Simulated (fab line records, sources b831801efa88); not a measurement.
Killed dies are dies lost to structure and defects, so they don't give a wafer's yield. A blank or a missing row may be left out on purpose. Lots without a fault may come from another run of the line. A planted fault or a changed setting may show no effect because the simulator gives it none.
fab line records | flow gf180mcu
record lots=7 wafers=21 last_day=34
route steps=602 shown HV_LDD@194
lots that met no fault: from a run of the same line without faults
start_h: hours from the record's first day to the start of the lot's first wafer shown | wait_h: hours since the lot's step before | " the same as in the row above | L1.1+2: a row that stands for several wafers | - no value, or no start given | * or withheld: withheld | < > ~ a bound
route shown NAME@n: a module of which the file shows steps, and the number in the route of the first | usual: mean/standard deviation of fault-free wafers | same: alike in all rows | chamber/n: place in a boat | sites: the reading at each site | _std_site: their standard deviation | _edge_site: outer sites' mean less inner sites' | radius_mm: how far each site lies from the wafer's centre | mask NAME#n: copy n | behind: the tool/chamber that last shaped the wafer | hold: why the lot was held/for how many hours/how that ended | device: the transistor (n, p or np) that didn't switch | end of line: the same wafers' tests at the end of the route | a step without rows: its recipe alone | killed: dies lost to structure and defects at the first sort, not the wafer's yield | map: a wafer's dies, x killed, . not, _ none there
set.NAME: the setting as run; set.NAME@STEP: as run at that earlier step | model.NAME: the simulator's own value behind a step, which no gauge read
lots at some steps of the route; a table a step, a row a wafer
services: from which hour (start_h, from the record's first day; less than 0 if before it) a tool's chamber was out of use, for how many hours, and why
## steps
# step GF_HV_LDD_DEVELOP_18
# recipe develop_time_s=60 dev_temp_c=23
# step GF_HV_LDD_CD_MEAS_19
# recipe target_cd_nm=400
# usual cd_nm=400.2/2.3
# columns lot.wafer tool chamber start_h wait_h cd_nm
L305.2 cd_sem-01 - 234.83 0.1 400.5
L305.3 " - " " 399.5
L305.6 " - " " 401.7
L314.2 cd_sem-01 - 301.76 0.1 398.3
L314.3 " - " " 397.8
L314.6 " - " " 401.0
L315.1 cd_sem-01 - 317.59 0.1 401.7
L315.4 " - " " 401.0
L315.6 " - " " 398.9
L316.3 cd_sem-01 - 318.39 0.1 399.1
L316.5 " - " " 403.1
L316.6 " - " " 399.7
L321.2 cd_sem-02 - 357.94 0.1 399.9
L321.4 " - " " 400.0
L321.6 " - " " 397.2
L325.3 cd_sem-02 - 388.13 0.1 396.5
L325.4 " - " " 396.4
L325.6 " - " " 398.0
L326.3 cd_sem-02 - 392.81 0.1 399.9
L326.5 " - " " 400.5
L326.6 " - " " 400.6
# step GF_HV_LDD_OVL_MEAS_20
# usual HV_LDD_01_OVL=1.3/1.5
# columns lot.wafer tool chamber start_h wait_h HV_LDD_01_OVL[nm]
L305.2 overlay-01 - 234.93 0.1 1.4
L305.3 " - " " 0.5
L305.6 " - " " 1.0
L314.2 overlay-01 - 301.86 0.1 1.0
L314.3 " - " " 1.8
L314.6 " - " " 1.8
L315.1 overlay-02 - 317.71 0.1 -0.3
L315.4 " - " " -2.5
L315.6 " - " " 0.7
L316.3 overlay-02 - 318.49 0.1 2.4
L316.5 " - " " 2.1
L316.6 " - " " 2.8
L321.2 overlay-02 - 358.04 0.1 0.9
L321.4 " - " " -0.1
L321.6 " - " " -0.4
L325.3 overlay-02 - 388.22 0.1 -0.2
L325.4 " - " " 1.3
L325.6 " - " " 0.5
L326.3 overlay-02 - 392.90 0.1 1.6
L326.5 " - " " 3.1
L326.6 " - " " 2.3
# step GF_HV_LDD_IMPLANT_21
# recipe species=BF2 energy_kev=25 dose_cm2=5e+13 tilt_deg=7
# step GF_HV_LDD_STRIP_22
# recipe chemistry=O2/N2 power_w=1400 pressure_mtorr=1500 platen_temp_c=250 o2_flow_sccm=3000 n2_flow_sccm=300 overash_fraction=0.5
# usual drypump_motor_current_A=5.7/0.36 heater_power_w=333/25 n2_flow_sccm=300.0/0.84 oes_product_au=0.716/0.0045 strip_time_to_endpoint_s=12.61/0.041
# columns lot.wafer tool chamber start_h wait_h drypump_motor_current_A heater_power_w n2_flow_sccm oes_product_au rf_hours_counter_h strip_time_to_endpoint_s
L305.2 plasma_asher-02 1 235.11 0.1 5.8 351 299.8 0.718 63 12.61
L305.3 " 0 " " 5.5 341 300.5 0.716 - 12.67
L305.6 " 0 " " 5.5 329 300.7 0.718 - 12.65
L314.2 plasma_asher-04 0 302.04 0.1 5.8 355 299.5 0.719 49 12.61
L314.3 " 0 " " 5.8 359 299.5 0.720 - 12.57
L314.6 " 0 " " 5.8 365 299.4 0.713 - 12.58
L315.1 plasma_asher-01 1 317.89 0.1 4.9 293 300.4 0.715 61 12.53
L315.4 " 1 " " 4.9 286 299.9 0.717 - 12.59
L315.6 " 1 " " 4.9 283 300.7 0.713 - 12.59
L316.3 plasma_asher-02 0 318.69 0.1 5.5 347 300.7 0.711 - 12.70
L316.5 " 1 " " 5.8 347 300.1 0.715 - 12.70
L316.6 " 0 " " 5.5 344 300.4 0.718 - 12.71
L321.2 plasma_asher-02 1 358.22 0.1 5.8 355 300.0 0.713 76 12.61
L321.4 " 0 " " 5.5 339 300.5 0.714 - 12.58
L321.6 " 1 " " 5.8 351 299.1 0.713 - 12.60
L325.3 plasma_asher-01 1 388.43 0.1 4.9 285 300.0 0.710 - 12.55
L325.4 " 0 " " 6.2 303 300.7 0.717 - 12.57
L325.6 " 0 " " 6.2 306 300.0 0.721 - 12.54
L326.3 plasma_asher-01 1 393.11 0.1 4.9 287 299.5 0.711 - 12.66
L326.5 " 0 " " 6.2 311 300.9 0.716 - 12.66
L326.6 " 1 " " 4.9 279 299.2 0.713 - 12.63
# step GF_HV_LDD_TW_MEAS_23
# usual HV_LDD_2_TW=1054/8.9
# columns lot.wafer tool chamber start_h wait_h HV_LDD_2_TW
L305.2 film_metro-01 - 235.22 0.1 1060
L305.3 " - " " 1055
L305.6 " - " " 1057
L314.2 film_metro-02 - 302.15 0.1 1055
L314.3 " - " " 1052
L314.6 " - " " 1059
L315.1 film_metro-01 - 317.99 0.1 1061
L315.4 " - " " 1062
L315.6 " - " " 1065
L316.3 film_metro-02 - 318.78 0.1 1055
L316.5 " - " " 1056
L316.6 " - " " 1052
L321.2 film_metro-04 - 358.33 0.1 1041
L321.4 " - " " 1035
L321.6 " - " " 1043
L325.3 film_metro-01 - 388.51 0.1 1066
L325.4 " - " " 1060
L325.6 " - " " 1058
L326.3 film_metro-01 - 393.19 0.1 1061
L326.5 " - " " 1059
L326.6 " - " " 1057
# step GF_HV_LDD_DEHYDRATE_24
# recipe temp_c=200 time_s=60
# step GF_HV_LDD_HMDS_25
# recipe prime_time_s=60 prime_temp_c=120
# step GF_HV_LDD_COAT_26
# recipe resist=NOVOLAK spin_rpm=3000 resist_thk_nm=1000
# step GF_HV_LDD_SOFTBAKE_27
# recipe temp_c=90 time_s=60 resist=NOVOLAK
# step GF_HV_LDD_EXPOSE_28
# recipe mask_id=Nplus_HV_AREA target_cd_nm=400 na=0.6 source_shape=conventional sigma_outer=0.6 dose_mj=140
# step GF_HV_LDD_PEB_29
# recipe temp_c=withheld time_s=* resist=NOVOLAK
# step GF_HV_LDD_DEVELOP_30
# recipe develop_time_s=60 dev_temp_c=23
# usual chill_plate_temp_C=23.00/0.12 develop_time_s=60/0
# columns lot.wafer tool chamber start_h wait_h chill_plate_temp_C develop_time_s
L305.2 litho_track-02 0 253.61 0.1 22.93 60
L305.3 " 0 " " 22.86 60
L305.6 " 0 " " 22.86 60
L314.2 litho_track-04 - 322.13 0.1 - -
L314.3 " - " " - -
L314.6 " - " " - -
L315.1 litho_track-03 - 338.97 0.1 - -
L315.4 " - " " - -
L315.6 " - " " - -
L316.3 litho_track-03 - 339.92 0.1 - -
L316.5 " - " " - -
L316.6 " - " " - -
L321.2 litho_track-04 0 380.48 0.1 23.04 60
L321.4 " 0 " " 23.07 60
L321.6 " 0 " " 22.89 60
L325.3 litho_track-03 0 411.67 0.1 23.11 60
L325.4 " 0 " " 23.11 60
L325.6 " 0 " " 23.13 60
L326.3 litho_track-04 0 416.00 0.1 22.71 60
L326.5 " 0 " " 23.03 60
L326.6 " 0 " " 22.99 60
# step GF_HV_LDD_CD_MEAS_31
# recipe target_cd_nm=400
# usual cd_nm=400.2/2
# columns lot.wafer tool chamber start_h wait_h cd_nm
L305.2 cd_sem-01 - 253.76 0.1 399.4
L305.3 " - " " 402.2
L305.6 " - " " 400.1
L314.2 cd_sem-02 - 322.27 0.1 -
L314.3 " - " " -
L314.6 " - " " -
L315.1 cd_sem-01 - 339.12 0.1 -
L315.4 " - " " -
L315.6 " - " " -
L316.3 cd_sem-02 - 340.06 0.1 -
L316.5 " - " " -
L316.6 " - " " -
L321.2 cd_sem-01 - 380.62 0.1 404.4
L321.4 " - " " 402.8
L321.6 " - " " 402.9
L325.3 cd_sem-01 - 411.81 0.1 401.2
L325.4 " - " " 401.0
L325.6 " - " " 402.2
L326.3 cd_sem-01 - 416.14 0.1 399.8
L326.5 " - " " 400.7
L326.6 " - " " 400.8
## services
# columns tool chamber start_h hours kind
litho_track-02 - 214.49 - consumable_replace:filter
plasma_asher-04 - 229.74 13.0 repair
plasma_asher-04 - 235.59 4.3 repair
plasma_asher-04 - 278.03 2.8 pm
plasma_asher-04 - 316.36 0.8 repair
plasma_asher-01 - 360.63 14.6 pm
plasma_asher-02 - 361.33 1.0 repair
plasma_asher-04 - 389.03 1.6 repair
litho_track-04 - 396.96 - consumable_replace:filter
## key
first_sign step=GF_HV_LDD_DEVELOP_30 reading=tool_record direction=missing
effect none on later readings
met_at GF_HV_LDD_DEVELOP_30
struck_wafers L314.2,L314.3,L314.6,L315.1,L315.4,L315.6,L316.3,L316.5,L316.6
later_rows_left_out L314.2,L314.3,L314.6,L315.1,L315.4,L315.6,L316.3,L316.5,L316.6
sort_left_out L314.2,L314.3,L314.6,L315.1,L315.4,L315.6,L316.3,L316.5,L316.6
tester_left_out L314,L315,L316
fault kind=skipped_step_whole tool=litho_track-03,litho_track-04 chamber=- onset_h=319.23 steps=GF_HV_LDD_DEVELOP_30 scope=struck_lots_only
# tester_left_out: of these lots the tester's yield and bins aren't shown, on N5 and GAA mostly nor the transistor test; their killed dies are dies lost to structure and defects alone, not to doping, threshold or leakage, so they don't give the yield
# sort_left_out: the simulated sort isn't trusted on such a fault, so these wafers' sort isn't shown, and their yield isn't known
# later_rows_left_out: the simulator's readings of these wafers behind a module that went badly wrong aren't trusted and aren't shown, but for the sort
